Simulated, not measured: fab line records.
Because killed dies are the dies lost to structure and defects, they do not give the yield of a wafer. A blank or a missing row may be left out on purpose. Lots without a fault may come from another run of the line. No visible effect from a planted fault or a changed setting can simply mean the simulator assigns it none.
Problem report in the 8D (eight disciplines) form, filled by code | flow sky130 | the parts of the form that need people (team, actions taken, sign-off) are left out

## 1. THE PROBLEM
CAP2M_TIN_RS at SKY_CAP2M_RS_MEAS_03 reads a mean of 7.99 ohm/sq on 6 wafers of 2 lots; wafers without a fault read 6.96 ohm/sq with a standard deviation of 0.087. Measured from the usual mean, that is +12 standard deviations.
The step: measures by four-point-probe.
First seen on wafer L530.4, day 43 10:58, on film-metro-01. The record has a number at this step for 27 wafers belonging to 9 lots. The rule behind "out" and "out of limits": a value lying over 4 standard deviations away from the usual mean. The rest of the wafers with a number are treated as sound.

## 2. WHAT THIS IS AND IS NOT
question                    | is                           | is not
which readings at this step | CAP2M_TIN_RS                 | -
which lots                  | L530, L531                   | L522, L523, L524, L528, L534, L535, L539
which wafers of those lots  | all that have a number       | -
read on which gauges        | film-metro-01, film-metro-02 | film-metro-03
when                        | from day 43 10:58            | up to then (12 sound wafers); but 9 sound wafers of L534, L535, L539 came after

## 3. WHAT RULES OUT EACH SUSPECT
Counting: a tool stays on the suspect list if, at a process step up to the reading, it processed all lots that are out and no sound lot following the first of them.
- the gauge at SKY_CAP2M_RS_MEAS_03 is ruled out. The wafers that are out were read on 2 gauges (film-metro-01, film-metro-02).
- pvd-sputter-02 at SKY_METAL3_SPUTTER_00 (material Ti, target thk 15 nm, time 10 s): ruled out as a lasting fault. The sound lots L534 went through it after L530, its earliest lot that is out (day 40 07:34).
- pvd-sputter-01 at SKY_METAL4_SPUTTER_01 (material TiN, target thk 20 nm, time 16.32 s): kept. It processed each lot that is out, first L530 at day 43 10:34, and no sound lot thereafter; up to then, the last sound lot it processed was L528 at day 41 23:21.
- pvd-sputter-02 at SKY_CAP2M_SPUTTER_02 (material TiN, target thk 200 nm, time 166.7 s): kept. It processed each lot that is out, first L530 at day 43 10:47, and no sound lot thereafter; up to then, the last sound lot it processed was L524 at day 41 22:40.
What counting leaves: pvd-sputter-01 at SKY_METAL4_SPUTTER_01 and pvd-sputter-02 at SKY_CAP2M_SPUTTER_02.

## 4. THE CAUSE (what the simulator had put in)
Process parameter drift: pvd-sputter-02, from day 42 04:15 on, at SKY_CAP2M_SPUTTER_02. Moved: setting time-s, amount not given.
Counting leaves 2 suspects; this tool is one of them.

## 5. THE EFFECT CHAIN, in route order
One row per reading whose mean, taken over the struck wafers that have a number, lies over 3 standard deviations from the usual. Readings are gone through only where the record gives a usual standard deviation; hours: the median, over the lots, of the time from a lot's start at the first step in this table giving one to that lot's start at this step; sigmas: the change measured in usual standard deviations.
hours | step                    | reading            | usual       | on struck wafers | change | sigmas
0     | SKY_CAP2M_RS_MEAS_03    | CAP2M_TIN_RS       | 6.96 ohm/sq | 7.99             | +1.03  | +12
0     | SKY_CAP2M_THK_MEAS_04   | CAP2M_TIN_THK      | 198.2 nm    | 172.5            | -25.7  | -9.5
23    | SKY_CAP2M_METAL_ETCH_13 | oes-product-au     | 0.937 a.u.  | 0.866            | -0.071 | -8.2
23    | SKY_CAP2M_METAL_ETCH_13 | throttle-valve-pct | 21.903 %    | 21.941           | +0.038 | +3.4
It contains these process steps:
- SKY_CAP2M_METAL_ETCH_13: etches TiN in Cl2/BCl3, stops on SiO2, target depth 220 nm, time 62.9 s.

## 6. HOW IT WOULD HAVE BEEN CAUGHT EARLIER
The first out-of-limits reading at a measuring or inspecting step in this record came at day 43 10:58, 31 hours after the fault's start at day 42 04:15.
Tool readings at SKY_CAP2M_SPUTTER_02 with a usual standard deviation given in the record: none out on any struck wafer, hence no alarm at a limit of 4 standard deviations on them.
Among the 2 lots that are out, L531 began SKY_CAP2M_SPUTTER_02 on pvd-sputter-02 after day 43 10:58. A hold on the tool at that time would have spared it.
